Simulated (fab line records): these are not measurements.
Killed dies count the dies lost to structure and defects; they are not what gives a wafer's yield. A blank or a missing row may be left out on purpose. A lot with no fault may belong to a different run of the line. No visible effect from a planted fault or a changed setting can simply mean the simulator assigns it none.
2 desks, one fault || flow gf180mcu || only its own numbers are on each desk; what lay behind them is given at the end

== DESK OF THE TOOL OWNER: plasma_asher-03 ==
The tool's own readings at GF_M2_STRIP_17 (strips in O2/N2): means of the sampled wafers that have a number, for each lot that ran on this tool. If a lot's mean is further than 4 standard deviations from the usual mean, the lot is out of limits and carries the mark OUT (the distance appears in the brackets).
Columns: A = chamber_pressure_mTorr at GF_M2_STRIP_17, usual 1500.0 mTorr; B = drypump_motor_current_A at GF_M2_STRIP_17, usual 5.5 A; C = heater_power_w at GF_M2_STRIP_17, usual 333 W; D = oes_product_au at GF_M2_STRIP_17, usual 0.538 a.u.; E = strip_time_to_endpoint_s at GF_M2_STRIP_17, usual 7.39 s
{"lot": "L797", "first seen here": "day 19 07:11", "A": 1499.7, "B": 5.4, "C": 313, "D": 0.540, "E": 7.32}
{"lot": "L803", "first seen here": "day 21 14:35", "A": 1499.1, "B": 5.2, "C": 323, "D": 0.532, "E": 7.33}
{"lot": "L816", "first seen here": "day 26 15:05", "A": 1500.5, "B": 5.2, "C": 330, "D": 0.535, "E": 7.36}
{"lot": "L819", "first seen here": "day 27 07:50", "A": 1500.0, "B": 5.4, "C": 321, "D": 0.536, "E": 7.31}
{"lot": "L820", "first seen here": "day 27 11:38", "A": 1500.9, "B": 5.2, "C": 324, "D": 0.540, "E": 7.38}
Result from this desk: across the 5 lots, nothing is out of limits.

== METROLOGY DESK ==
Lot by lot, what the gauges showed, no matter which tool ran the lot: averages of those sampled wafers that carry a number. If a lot's mean is further than 4 standard deviations from the usual mean, the lot is out of limits and carries the mark OUT (the distance appears in the brackets).
Columns: A = cd_nm at GF_M2_CD_MEAS_14, usual 279.8 nm; B = V2_CVD_00_THK at GF_V2_THK_MEAS_01, usual 600 nm
{"lot": "L797", "first seen here": "day 19 06:47", "A": 279.9, "B": 605}
{"lot": "L799", "first seen here": "day 20 04:34", "A": 279.9, "B": 600}
{"lot": "L800", "first seen here": "day 20 09:35", "A": 280.2, "B": 603}
{"lot": "L803", "first seen here": "day 21 14:20", "A": 280.3, "B": 595}
{"lot": "L806", "first seen here": "day 22 16:17", "A": 278.7, "B": 603}
{"lot": "L811", "first seen here": "day 24 09:49", "A": 280.1, "B": 604}
{"lot": "L812", "first seen here": "day 24 16:59", "A": 278.5, "B": 600}
{"lot": "L813", "first seen here": "day 25 07:20", "A": 280.1, "B": 608}
{"lot": "L817", "first seen here": "day 26 13:52", "A": 281.3, "B": 601}
{"lot": "L816", "first seen here": "day 26 14:49", "A": 278.2, "B": 605}
{"lot": "L818", "first seen here": "day 26 17:29", "A": 279.1, "B": 595}
{"lot": "L819", "first seen here": "day 27 07:35", "A": 279.4, "B": 599}
{"lot": "L820", "first seen here": "day 27 11:23", "A": 281.0, "B": 592}
Result from this desk: across the 13 lots, nothing is out of limits.

== TAKEN TOGETHER ==
The desk of the tool owner found nothing out of limits.
From the metrology desk's view, nothing was out of limits.

== WHAT THE SIMULATOR PUT IN ==
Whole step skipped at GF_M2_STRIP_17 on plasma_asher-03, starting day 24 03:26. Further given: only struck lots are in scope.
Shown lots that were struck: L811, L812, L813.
